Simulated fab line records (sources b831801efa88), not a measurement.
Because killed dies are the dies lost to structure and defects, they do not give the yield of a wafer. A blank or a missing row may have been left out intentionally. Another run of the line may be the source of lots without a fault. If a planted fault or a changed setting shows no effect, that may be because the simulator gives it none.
8D (eight disciplines) problem report, filled in by code	flow sky130	the parts of the form that need people (team, actions taken, sign-off) are left out

1. THE ISSUE
plateTempC at SKY_METAL3_SOFTBAKE_09 reads a mean of 95.51 C on 6 wafers of 2 lots; wafers without a fault read 100.02 C with a standard deviation of 0.14. That is -32 standard deviations from the usual mean.
The step: time 90 s.
Earliest sighting: wafer L540.1 on lithoTrack-03 at day 41 17:00. The record has a number at this step for 18 wafers belonging to 6 lots. By rule, "out" or "out of limits" means more than 4 standard deviations away from the usual mean. The other wafers with a number count as sound.

2. WHAT IT IS, WHAT IT ISN'T
question	is	is not
which readings at this step	plateTempC, heaterPowerTotalW	-
which lots	L540, L541	L531, L546, L549, L550
which wafers of those lots	all that have a number	-
read on which tools	lithoTrack-03	lithoTrack-02, lithoTrack-04
when	from day 41 17:00	up to then (3 sound wafers); but 9 sound wafers of L546, L549, L550 came after

3. THE SUSPECTS, EACH WITH WHAT RULES IT OUT
Counting: a tool at a process step up to the reading stays a suspect if it ran every lot that is out and no sound lot after the first of them.
- plasmaAsher-03 at SKY_CAPM_STRIP_14 (strips in O2/N2): kept. It ran every lot that is out, first L540 (day 41 04:28), and no sound lot after that.
- lithoTrack-03 at SKY_METAL3_SOFTBAKE_09 (time 90 s): kept. Every lot that is out went through it, starting with L540 (day 41 17:00), and after that it ran no sound lot; the last sound lot it ran before then is L531 (day 38 20:00). On those wafers its own readings are out: heaterPowerTotalW, plateTempC.
The count leaves lithoTrack-03 at SKY_METAL3_SOFTBAKE_09 and plasmaAsher-03 at SKY_CAPM_STRIP_14.

4. THE CAUSE (what the simulator had put in)
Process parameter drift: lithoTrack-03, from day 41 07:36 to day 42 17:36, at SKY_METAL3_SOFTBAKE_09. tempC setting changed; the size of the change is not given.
Counting left 2 suspects, and this tool is among them.

5. SEQUENCE OF EFFECTS, ordered by route
Each row: a reading where the mean over the struck wafers with a number is more than 3 standard deviations away from the usual. Scope: only readings with a usual standard deviation given in the record; hours: median across lots of the time from each lot's start at the first step in this table that gives one to its start at this step; sigmas: change in usual standard deviations.
hours	step	reading	usual	on struck wafers	change	sigmas
0	SKY_METAL3_SOFTBAKE_09	heaterPowerTotalW	57.36 W	53.70	-3.66	-30
0	SKY_METAL3_SOFTBAKE_09	plateTempC	100.02 C	95.51	-4.51	-32
It contains these process steps:
- SKY_METAL3_SOFTBAKE_09: time 90 s.
Later steps that measure or inspect, where all struck wafers having a row at the step show a number for every such reading and not one has moved that far: SKY_METAL3_CD_MEAS_13, SKY_METAL3_OVL_MEAS_14.

6. WHAT WOULD HAVE CAUGHT IT SOONER
9 hours passed between the start of the fault at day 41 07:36 and the first reading out of limits in this record, taken at day 41 17:00.
